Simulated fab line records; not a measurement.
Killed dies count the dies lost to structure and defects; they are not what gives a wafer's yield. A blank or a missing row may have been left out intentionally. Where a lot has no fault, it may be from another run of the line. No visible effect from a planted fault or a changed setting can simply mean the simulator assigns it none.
Tool commonality check + flow sky130 + Lots sampled 12, wafers sampled 36

== WHAT PROMPTED THE OPENING ==
SKY_VT_ADJUST_LVTN_TW_MEAS_21, reading VT_ADJUST_LVTN_2_TW: flagged on 2 of 12 lots. No-fault wafers: 188.4, standard deviation 0.98.
Rule: a lot gets a flag if all its wafers with a number sit over 4 standard deviations from that mean, or if no wafer of it has a number. The rest of the lots are taken to be sound.

| lot  | measured     | on            | VT_ADJUST_LVTN_2_TW, wafer by wafer | flag    |
|------|--------------|---------------|-------------------------------------|---------|
| L219 | day 7 11:38  | film metro-02 | 188.0 189.0 189.4                   |         |
| L226 | day 9 10:14  | film metro-04 | 209.7 209.0 208.5                   | FLAGGED |
| L229 | day 10 07:15 | film metro-04 | 209.3 208.3 208.8                   | FLAGGED |
| L230 | day 10 14:29 | film metro-01 | 187.4 187.3 188.1                   |         |
| L232 | day 11 03:00 | film metro-01 | 188.6 187.7 186.7                   |         |
| L235 | day 12 21:38 | film metro-02 | 187.5 187.1 188.0                   |         |
| L237 | day 13 10:52 | film metro-04 | 189.9 190.4 189.7                   |         |
| L238 | day 13 11:25 | film metro-01 | 188.0 188.8 188.3                   |         |
| L240 | day 13 23:33 | film metro-04 | 190.0 189.9 189.2                   |         |
| L239 | day 13 23:56 | film metro-02 | 188.1 189.1 189.0                   |         |
| L241 | day 14 03:38 | film metro-04 | 189.1 189.1 187.9                   |         |
| L242 | day 15 21:44 | film metro-02 | 188.2 188.7 188.6                   |         |
The numbers of the flagged lots are 208.9 on average: +20.5 against the usual, or +21 standard deviations.

== LOT BY LOT: THE TOOL USED ==
2 process steps preceding the reading are held in the record, out of 708 steps in the route. Cell contents, in order: the tool; ch with the chambers the sampled wafers went through; the start.
| lot  | flag    | SKY_VT_ADJUST_LVTN_IMPLANT_19   | SKY_VT_ADJUST_LVTN_STRIP_20          |
|------|---------|---------------------------------|--------------------------------------|
| L219 |         | implanter-04 ch 0, day 7 11:23  | plasma asher-04 ch 0,1, day 7 11:32  |
| L226 | FLAGGED | implanter-02 ch 0, day 9 09:59  | plasma asher-04 ch 0,1, day 9 10:08  |
| L229 | FLAGGED | implanter-02 ch 0, day 10 07:01 | plasma asher-03 ch 0,1, day 10 07:08 |
| L230 |         | implanter-04 ch 0, day 10 14:15 | plasma asher-04 ch 0,1, day 10 14:23 |
| L232 |         | implanter-04 ch 0, day 11 02:47 | plasma asher-03 ch 0,1, day 11 02:55 |
| L235 |         | implanter-04 ch 0, day 12 21:23 | plasma asher-04 ch 0,1, day 12 21:32 |
| L237 |         | implanter-04 ch 0, day 13 10:39 | plasma asher-02 ch 0,1, day 13 10:47 |
| L238 |         | implanter-02 ch 0, day 13 11:11 | plasma asher-03 ch 0,1, day 13 11:19 |
| L240 |         | implanter-04 ch 0, day 13 23:19 | plasma asher-02 ch 0,1, day 13 23:26 |
| L239 |         | implanter-02 ch 0, day 13 23:41 | plasma asher-03 ch 0,1, day 13 23:50 |
| L241 |         | implanter-04 ch 0, day 14 03:23 | plasma asher-02 ch 0,1, day 14 03:32 |
| L242 |         | implanter-02 ch 0, day 15 21:29 | plasma asher-02 ch 0,1, day 15 21:38 |
What the steps here do:
- SKY_VT_ADJUST_LVTN_IMPLANT_19
- SKY_VT_ADJUST_LVTN_STRIP_20: strips in O2/N2.
- SKY_VT_ADJUST_LVTN_TW_MEAS_21

== FLAGGED AGAINST TOTAL, ONE TOOL AT A TIME (gauges that did the reading follow at the end) ==
| step                          | tool            | lots run | flagged | share of the flagged lots | sound lots run after its first flagged lot |
|-------------------------------|-----------------|----------|---------|---------------------------|--------------------------------------------|
| SKY_VT_ADJUST_LVTN_IMPLANT_19 | implanter-02    | 5        | 2       | all                       | 3 (L238,L239,L242)                         |
| SKY_VT_ADJUST_LVTN_IMPLANT_19 | implanter-04    | 7        | 0       | none                      | -                                          |
| SKY_VT_ADJUST_LVTN_STRIP_20   | plasma asher-02 | 4        | 0       | none                      | -                                          |
| SKY_VT_ADJUST_LVTN_STRIP_20   | plasma asher-03 | 4        | 1       | some                      | 3 (L232,L238,L239)                         |
| SKY_VT_ADJUST_LVTN_STRIP_20   | plasma asher-04 | 4        | 1       | some                      | 2 (L230,L235)                              |
| SKY_VT_ADJUST_LVTN_TW_MEAS_21 | film metro-01   | 3        | 0       | none                      | -                                          |
| SKY_VT_ADJUST_LVTN_TW_MEAS_21 | film metro-02   | 4        | 0       | none                      | -                                          |
| SKY_VT_ADJUST_LVTN_TW_MEAS_21 | film metro-04   | 5        | 2       | all                       | 3 (L237,L240,L241)                         |

== THE TABLE: WHAT IT ALLOWS ==
implanter-02 at SKY_VT_ADJUST_LVTN_IMPLANT_19 and film metro-04 at SKY_VT_ADJUST_LVTN_TW_MEAS_21 are the 2 rows of the table that ran each flagged lot.
- implanter-02 at SKY_VT_ADJUST_LVTN_IMPLANT_19: 2 of its 5 lots flagged. Lots that were sound ran on it after the first flagged one (L238, L239, L242); a persistent fault on the entire tool would not allow that. Its own readings (beam on s, faraday current uA) fall more than 4 standard deviations out on all wafers of the flagged lots.
- film metro-04 at SKY_VT_ADJUST_LVTN_TW_MEAS_21: 2 of its 5 lots flagged. Lots that were sound ran on it after the first flagged one (L237, L240, L241); a persistent fault on the entire tool would not allow that.
There is no row in the table that ran each flagged lot and no sound lot after the first.

== WHAT THE SIMULATOR HAD INSERTED ==
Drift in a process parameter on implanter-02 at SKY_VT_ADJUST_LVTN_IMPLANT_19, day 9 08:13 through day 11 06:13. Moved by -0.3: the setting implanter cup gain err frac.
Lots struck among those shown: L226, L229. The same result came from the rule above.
